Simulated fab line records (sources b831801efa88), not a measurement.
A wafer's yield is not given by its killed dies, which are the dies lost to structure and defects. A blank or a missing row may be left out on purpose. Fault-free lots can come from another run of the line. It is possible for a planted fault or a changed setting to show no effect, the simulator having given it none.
fab line records    flow gf180mcu    part 2 of 2: steps 24 to 32 of 32
[record] lots = 5  wafers = 15  last_day = 34
route steps=602 shown HV_LDD@221 NSD@235 PSD@248
lots untouched by any fault: they come from a run of this same line in which no faults occurred
start_h: start of the lot's first displayed wafer, in hours after the record's first day    wait_h: how many hours have passed since the lot's step before this one    " identical to the entry in the row above    L1.1+2: a row that stands for several wafers    - value missing, or start not given    * or withheld: withheld    < > ~ a bound
route shown NAME@n: names a module that has steps shown in the file, with the first one's number in the route    usual: average and standard deviation across the fault-free wafers    same: alike in all rows    chamber/n: place in a boat    sites: per-site readings    _std_site: standard deviation across them    _edge_site: the outer-site mean with the inner-site mean subtracted    radius_mm: how far each site lies from the wafer's centre    mask NAME#n: copy n    behind: the most recent tool/chamber to have shaped the wafer    hold: why the lot went on hold/how many hours it stayed there/how the hold came to an end    device: transistor that didn't switch, given as n, p or np    end of line: the same wafers' tests at the end of the route    where a step has no rows: the recipe by itself    killed: the dies lost at the first sort to structure and to defects; this is not the yield of the wafer    map: shows each die of a wafer: x if killed, . if not, _ if none is there
set.NAME: the setting as run; set.NAME@STEP: as run at that earlier step    model.NAME: the simulator's own value behind a step, which no gauge read
certain route steps with their lots: each step a table, each wafer a row
services: from which hour (start_h, from the record's first day; less than 0 if before it) a tool's chamber was out of use, for how many hours, and why
[[steps]]
[step GF_NSD_IMPLANT_09]
[recipe] species = As  energy_kev = 61.18  dose_cm2 = 4e+15  tilt_deg = 7
[usual] beam_energy_keV = 61.178/0.017
lot.wafer  tool          chamber  start_h  wait_h  beam_energy_keV
L075.1     implanter-03  0        307.54   0.0     61.163
L075.3     "             0        "        "       61.151
L075.5     "             0        "        "       61.178
L081.2     implanter-03  0        357.15   0.0     61.166
L081.4     "             0        "        "       61.161
L081.5     "             0        "        "       61.186
L083.1     implanter-03  0        375.82   0.0     61.178
L083.4     "             0        "        "       61.189
L083.5     "             0        "        "       61.170
L093.1     implanter-03  0        462.09   0.0     61.176
L093.2     "             0        "        "       61.149
L093.4     "             0        "        "       61.161
L095.1     implanter-01  0        471.22   0.0     61.172
L095.2     "             0        "        "       61.196
L095.4     "             0        "        "       61.199
[step GF_NSD_IMPLANT_10]
[recipe] species = P  energy_kev = 40  dose_cm2 = 5e+14  tilt_deg = 7
[usual] beam_energy_keV = 40.000/0.012
lot.wafer  tool          chamber  start_h  wait_h  beam_energy_keV
L075.1     implanter-03  0        307.84   0.2     40.005
L075.3     "             0        "        "       39.983
L075.5     "             0        "        "       39.999
L081.2     implanter-03  0        357.30   0.1     40.011
L081.4     "             0        "        "       40.007
L081.5     "             0        "        "       40.002
L083.1     implanter-03  0        375.97   0.1     40.018
L083.4     "             0        "        "       39.988
L083.5     "             0        "        "       40.001
L093.1     implanter-03  0        462.24   0.1     40.006
L093.2     "             0        "        "       39.991
L093.4     "             0        "        "       39.996
L095.1     implanter-01  0        471.37   0.1     39.991
L095.2     "             0        "        "       40.001
L095.4     "             0        "        "       40.011
[step GF_NSD_STRIP_11]
[recipe] chemistry = O2/N2  power_w = 1400  pressure_mtorr = 1500  platen_temp_c = 250  o2_flow_sccm = 3000  n2_flow_sccm = 300  overash_fraction = 0.5
[usual] drypump_motor_current_A = 5.8/0.45  heater_power_w = 337/29  oes_product_au = 0.486/0.0048  strip_time_to_endpoint_s = 23.13/0.041
lot.wafer  tool             chamber  start_h  wait_h  drypump_motor_current_A  heater_power_w  oes_product_au  rf_hours_counter_h  strip_time_to_endpoint_s
L075.1     plasma_asher-04  1        307.99   0.1     5.5                      380             0.488           69                  23.18
L075.3     "                0        "        "       5.4                      364             0.484           -                   23.19
L075.5     "                0        "        "       5.4                      380             0.484           -                   23.19
L081.2     plasma_asher-03  0        357.42   0.1     5.6                      318             0.481           69                  23.11
L081.4     "                0        "        "       5.6                      312             0.480           -                   23.10
L081.5     "                0        "        "       5.6                      313             0.487           -                   23.14
L083.1     plasma_asher-04  1        376.12   0.1     5.5                      375             0.485           76                  23.11
L083.4     "                1        "        "       5.5                      374             0.497           -                   23.15
L083.5     "                0        "        "       5.5                      369             0.483           -                   23.13
L093.1     plasma_asher-04  0        462.39   0.1     5.4                      362             0.484           85                  23.13
L093.2     "                1        "        "       5.5                      379             0.487           85                  23.13
L093.4     "                1        "        "       5.5                      369             0.482           -                   23.11
L095.1     plasma_asher-01  1        471.52   0.1     6.3                      321             0.485           74                  23.12
L095.2     "                0        "        "       5.2                      336             0.478           74                  23.13
L095.4     "                0        "        "       5.2                      331             0.486           -                   23.15
[step GF_NSD_TW_MEAS_12]
[usual] NSD_TW = 4260/40
lot.wafer  tool           chamber  start_h  wait_h  NSD_TW
L075.1     film_metro-01  -        308.09   0.1     4305
L075.3     "              -        "        "       4323
L075.5     "              -        "        "       4342
L081.2     film_metro-01  -        357.53   0.1     4323
L081.4     "              -        "        "       4305
L081.5     "              -        "        "       4293
L083.1     film_metro-01  -        376.22   0.1     4311
L083.4     "              -        "        "       4292
L083.5     "              -        "        "       4284
L093.1     film_metro-02  -        462.49   0.1     4246
L093.2     "              -        "        "       4280
L093.4     "              -        "        "       4263
L095.1     film_metro-02  -        471.62   0.1     4270
L095.2     "              -        "        "       4269
L095.4     "              -        "        "       4267
[step GF_PSD_DEHYDRATE_00]
[recipe] temp_c = 200  time_s = 60
[usual] chill_plate_temp_C = 23.01/0.095  exhaust_pa = 45.1/0.79
lot.wafer  tool            chamber  start_h  wait_h  chill_plate_temp_C  exhaust_pa
L075.1     litho_track-02  0        317.52   9.4     23.14               45.8
L075.3     "               0        "        "       23.02               44.5
L075.5     "               0        "        "       22.96               45.9
L081.2     litho_track-02  0        367.69   10.2    22.90               44.6
L081.4     "               0        "        "       22.97               44.4
L081.5     "               0        "        "       23.07               45.0
L083.1     litho_track-02  0        386.32   10.1    23.10               45.3
L083.4     "               0        "        "       22.89               45.2
L083.5     "               0        "        "       22.89               45.1
L093.1     litho_track-02  0        473.07   10.6    22.80               44.3
L093.2     "               0        "        "       22.89               43.6
L093.4     "               0        "        "       23.03               43.5
L095.1     litho_track-03  0        483.16   11.5    23.02               44.6
L095.2     "               0        "        "       22.93               45.3
L095.4     "               0        "        "       22.95               43.8
[step GF_PSD_HMDS_01]
[recipe] prime_time_s = 60  prime_temp_c = 120
[usual] chill_plate_temp_C = 23.00/0.11  exhaust_pa = 44.9/0.94
lot.wafer  tool            chamber  start_h  wait_h  chill_plate_temp_C  exhaust_pa
L075.1     litho_track-02  0        317.67   0.1     23.14               44.2
L075.3     "               0        "        "       23.00               45.2
L075.5     "               0        "        "       23.08               45.4
L081.2     litho_track-02  0        367.84   0.1     22.90               44.2
L081.4     "               0        "        "       22.83               45.3
L081.5     "               0        "        "       23.01               45.4
L083.1     litho_track-02  0        386.47   0.1     22.78               45.1
L083.4     "               0        "        "       23.02               44.7
L083.5     "               0        "        "       22.94               45.4
L093.1     litho_track-02  0        473.22   0.1     22.92               46.0
L093.2     "               0        "        "       22.83               46.8
L093.4     "               0        "        "       23.00               46.4
L095.1     litho_track-03  0        483.31   0.1     22.91               45.5
L095.2     "               0        "        "       22.99               46.8
L095.4     "               0        "        "       23.16               45.3
[step GF_PSD_COAT_02]
[recipe] resist = NOVOLAK  spin_rpm = 3000  resist_thk_nm = 1000
[usual] chill_plate_temp_C = 22.99/0.11  dispense_pressure_kPa = 52/3.7  exhaust_pa = 44.8/0.79
lot.wafer  tool            chamber  start_h  wait_h  chill_plate_temp_C  dispense_pressure_kPa  exhaust_pa
L075.1     litho_track-02  0        317.82   0.1     22.95               49                     45.8
L075.3     "               0        "        "       23.04               49                     44.2
L075.5     "               0        "        "       23.04               49                     44.3
L081.2     litho_track-02  0        367.99   0.1     23.11               49                     44.8
L081.4     "               0        "        "       23.19               49                     44.7
L081.5     "               0        "        "       23.20               49                     46.9
L083.1     litho_track-02  0        386.62   0.1     22.96               49                     44.1
L083.4     "               0        "        "       22.90               49                     44.6
L083.5     "               0        "        "       23.01               49                     44.9
L093.1     litho_track-02  0        473.37   0.1     23.06               49                     44.6
L093.2     "               0        "        "       23.07               49                     45.0
L093.4     "               0        "        "       23.07               49                     45.6
L095.1     litho_track-03  0        483.46   0.1     23.09               57                     44.9
L095.2     "               0        "        "       22.98               57                     45.5
L095.4     "               0        "        "       22.97               57                     45.6
[step GF_PSD_SOFTBAKE_03]
[recipe] temp_c = 90  time_s = 60  resist = NOVOLAK
[usual] chill_plate_temp_C = 23.02/0.12  exhaust_pa = 44.9/0.83
lot.wafer  tool            chamber  start_h  wait_h  chill_plate_temp_C  exhaust_pa
L075.1     litho_track-02  0        317.97   0.1     22.88               44.5
L075.3     "               0        "        "       23.01               44.8
L075.5     "               0        "        "       22.96               45.5
L081.2     litho_track-02  0        368.14   0.1     23.05               46.1
L081.4     "               0        "        "       22.98               45.0
L081.5     "               0        "        "       23.08               45.7
L083.1     litho_track-02  0        386.77   0.1     22.99               44.2
L083.4     "               0        "        "       23.11               45.0
L083.5     "               0        "        "       22.91               43.5
L093.1     litho_track-02  0        473.52   0.1     22.92               44.3
L093.2     "               0        "        "       22.90               45.5
L093.4     "               0        "        "       22.84               44.5
L095.1     litho_track-03  0        483.61   0.1     23.11               44.1
L095.2     "               0        "        "       23.31               45.8
L095.4     "               0        "        "       23.05               45.1
[step GF_PSD_EXPOSE_04]
[recipe] mask_id = Pplus  target_cd_nm = 400  na = 0.6  source_shape = conventional  sigma_outer = 0.6  dose_mj = 140
[usual] stage_vel_mm_s = 500.02/0.23
lot.wafer  tool              chamber  start_h  wait_h  mask     stage_vel_mm_s
L075.1     iline_stepper-01  0        -        -       Pplus#0  500.19
L075.3     "                 0        "        "       Pplus#0  499.73
L075.5     "                 0        "        "       Pplus#0  500.07
L081.2     iline_stepper-02  0        -        -       Pplus#0  499.88
L081.4     "                 0        "        "       Pplus#0  499.88
L081.5     "                 0        "        "       Pplus#0  499.93
L083.1     iline_stepper-02  0        -        -       Pplus#0  500.13
L083.4     "                 0        "        "       Pplus#0  500.02
L083.5     "                 0        "        "       Pplus#0  500.06
L093.1     iline_stepper-02  0        -        -       Pplus#0  500.41
L093.2     "                 0        "        "       Pplus#0  499.91
L093.4     "                 0        "        "       Pplus#0  499.82
L095.1     iline_stepper-02  0        -        -       Pplus#0  500.02
L095.2     "                 0        "        "       Pplus#0  499.56
L095.4     "                 0        "        "       Pplus#0  499.69
[[services]]
tool              chamber  start_h  hours  kind
iline_stepper-01  -        275.79   1.2    repair
iline_stepper-02  -        276.95   4.4    pm
iline_stepper-02  -        281.40   1.7    pm
iline_stepper-01  -        283.07   1.7    pm
rie_diel-04       1        285.88   2.4    repair
lpcvd-02          -        287.83   0.6    repair
plasma_asher-04   -        289.55   0.5    repair
wet_bench-02      -        299.51   5.4    repair
iline_stepper-02  -        308.45   2.1    pm
implanter-04      -        317.15   5.3    repair
plasma_asher-04   -        329.05   0.7    repair
implanter-03      -        329.67   2.2    pm
implanter-04      -        332.74   96.9   pm
implanter-01      -        339.29   1.3    repair
lpcvd-02          -        346.10   4.8    repair
wet_bench-02      -        354.95   4.6    repair
lpcvd-01          -        364.70   1.8    repair
rie_diel-04       2        418.39   3.4    repair
implanter-01      -        421.65   8.9    repair
implanter-04      -        429.62   5.7    pm
plasma_asher-04   -        438.40   11.9   repair
wet_bench-02      -        440.55   4.3    repair
implanter-01      -        442.69   4.0    pm
implanter-04      -        466.35   2.0    repair
